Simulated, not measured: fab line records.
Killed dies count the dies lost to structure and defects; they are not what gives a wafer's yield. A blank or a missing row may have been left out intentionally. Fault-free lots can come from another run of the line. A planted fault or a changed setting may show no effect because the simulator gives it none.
Check for tools in common | flow sky130 | Sampled: 10 lots, 30 wafers

REASON IT WAS OPENED
2 of 10 lots carry a flag on the reading VIA3_W_RS at SKY_VIA3_RS_MEAS_22. Wafers without a fault read 0.294 ohm/sq, standard deviation 0.0035.
Rule: a lot is flagged when every wafer of it that has a number lies more than 4 standard deviations from that mean, or none has a number. The rest of the lots are taken to be sound.

lot  | measured     | on            | VIA3_W_RS (ohm/sq), wafer by wafer | flag
L781 | day 39 19:34 | film_metro-04 | 0.299 0.298 0.296                  |
L785 | day 41 16:57 | film_metro-02 | 0.296 0.293 0.294                  |
L786 | day 42 00:17 | film_metro-03 | 0.288 0.298 0.292                  |
L787 | day 42 09:09 | film_metro-03 | 0.296 0.297 0.296                  |
L789 | day 42 23:53 | film_metro-04 | 0.291 0.290 0.294                  |
L795 | day 44 08:31 | film_metro-02 | 58.067 57.810 57.607               | FLAGGED
L796 | day 44 12:20 | film_metro-02 | 59.117 58.947 58.652               | FLAGGED
L801 | day 45 12:08 | film_metro-03 | 0.295 0.299 0.294                  |
L802 | day 45 23:15 | film_metro-02 | 0.295 0.297 0.294                  |
L804 | day 46 01:23 | film_metro-02 | 0.289 0.294 0.291                  |
Averaged over the flagged lots the numbers come to 58.367 ohm/sq, +58.073 ohm/sq from the usual (+99 or more standard deviations).

WHICH TOOL EACH LOT WENT THROUGH
The record holds 3 process steps before the reading, out of a route of 708 steps. Read each cell as the tool, then ch plus the chambers that the sampled wafers visited, then the start.
lot  | flag    | SKY_METAL3_SPUTTER_03        | SKY_CAPM_STRIP_14                    | SKY_VIA3_CVD_21
L781 |         | pvd_sputter-01, day 36 11:22 | plasma_asher-02 ch 0,1, day 37 13:22 | cvd_w-01 ch 0,1, day 39 19:27
L785 |         | pvd_sputter-03, day 38 11:01 | plasma_asher-02 ch 0,1, day 39 12:43 | cvd_w-01 ch 0,1, day 41 16:50
L786 |         | pvd_sputter-02, day 38 20:15 | plasma_asher-04 ch 0,1, day 39 21:40 | cvd_w-02 ch 0,1, day 42 00:10
L787 |         | pvd_sputter-03, day 39 05:14 | plasma_asher-01 ch 0,1, day 40 06:16 | cvd_w-01 ch 0,1, day 42 09:01
L789 |         | pvd_sputter-03, day 39 20:41 | plasma_asher-01 ch 0,1, day 40 21:02 | cvd_w-02 ch 0,1, day 42 23:44
L795 | FLAGGED | pvd_sputter-03, day 41 07:50 | plasma_asher-01 ch 0,1, day 42 07:40 | cvd_w-02 ch 0,1, day 44 08:23
L796 | FLAGGED | pvd_sputter-02, day 41 12:08 | plasma_asher-02 ch 0,1, day 42 11:33 | cvd_w-01 ch 0, day 44 12:05
L801 |         | pvd_sputter-01, day 42 13:59 | plasma_asher-02 ch 0,1, day 43 13:10 | cvd_w-02 ch 0,1, day 45 12:01
L802 |         | pvd_sputter-03, day 43 01:35 | plasma_asher-02 ch 0,1, day 44 00:16 | cvd_w-02 ch 0, day 45 23:08
L804 |         | pvd_sputter-01, day 43 03:37 | plasma_asher-02 ch 0,1, day 44 02:07 | cvd_w-01 ch 0,1, day 46 01:15
These steps, and what they do:
- SKY_METAL3_SPUTTER_03: material Ti, target thk 5 nm, time 3.3 s.
- SKY_CAPM_STRIP_14: strips in O2/N2.
- SKY_VIA3_CVD_21: deposits W, target thk 390 nm, time 117.31 s.
- SKY_VIA3_RS_MEAS_22: measures by four-point-probe.

FLAGGED AGAINST TOTAL, ONE TOOL AT A TIME (gauges that did the reading follow at the end)
step                  | tool            | lots run | flagged | share of the flagged lots | sound lots run after its first flagged lot
SKY_METAL3_SPUTTER_03 | pvd_sputter-01  | 3        | 0       | none                      | -
SKY_METAL3_SPUTTER_03 | pvd_sputter-02  | 2        | 1       | some                      | 0
SKY_METAL3_SPUTTER_03 | pvd_sputter-03  | 5        | 1       | some                      | 1 (L802)
SKY_CAPM_STRIP_14     | plasma_asher-01 | 3        | 1       | some                      | 0
SKY_CAPM_STRIP_14     | plasma_asher-02 | 6        | 1       | some                      | 3 (L801,L802,L804)
SKY_CAPM_STRIP_14     | plasma_asher-04 | 1        | 0       | none                      | -
SKY_VIA3_CVD_21       | cvd_w-01        | 5        | 1       | some                      | 1 (L804)
SKY_VIA3_CVD_21       | cvd_w-02        | 5        | 1       | some                      | 2 (L801,L802)
SKY_VIA3_RS_MEAS_22   | film_metro-02   | 5        | 2       | all                       | 2 (L802,L804)
SKY_VIA3_RS_MEAS_22   | film_metro-03   | 3        | 0       | none                      | -
SKY_VIA3_RS_MEAS_22   | film_metro-04   | 2        | 0       | none                      | -

THE TABLE: WHAT IT ALLOWS
All flagged lots share 1 row of the table, namely film_metro-02 at SKY_VIA3_RS_MEAS_22.
- film_metro-02 at SKY_VIA3_RS_MEAS_22: 2 of its 5 lots flagged. Lots that were sound ran on it after the first flagged one (L802, L804); a persistent fault on the entire tool would not allow that.
No row of the table ran every flagged lot and no sound lot after the first.

WHAT THE SIMULATOR PUT IN
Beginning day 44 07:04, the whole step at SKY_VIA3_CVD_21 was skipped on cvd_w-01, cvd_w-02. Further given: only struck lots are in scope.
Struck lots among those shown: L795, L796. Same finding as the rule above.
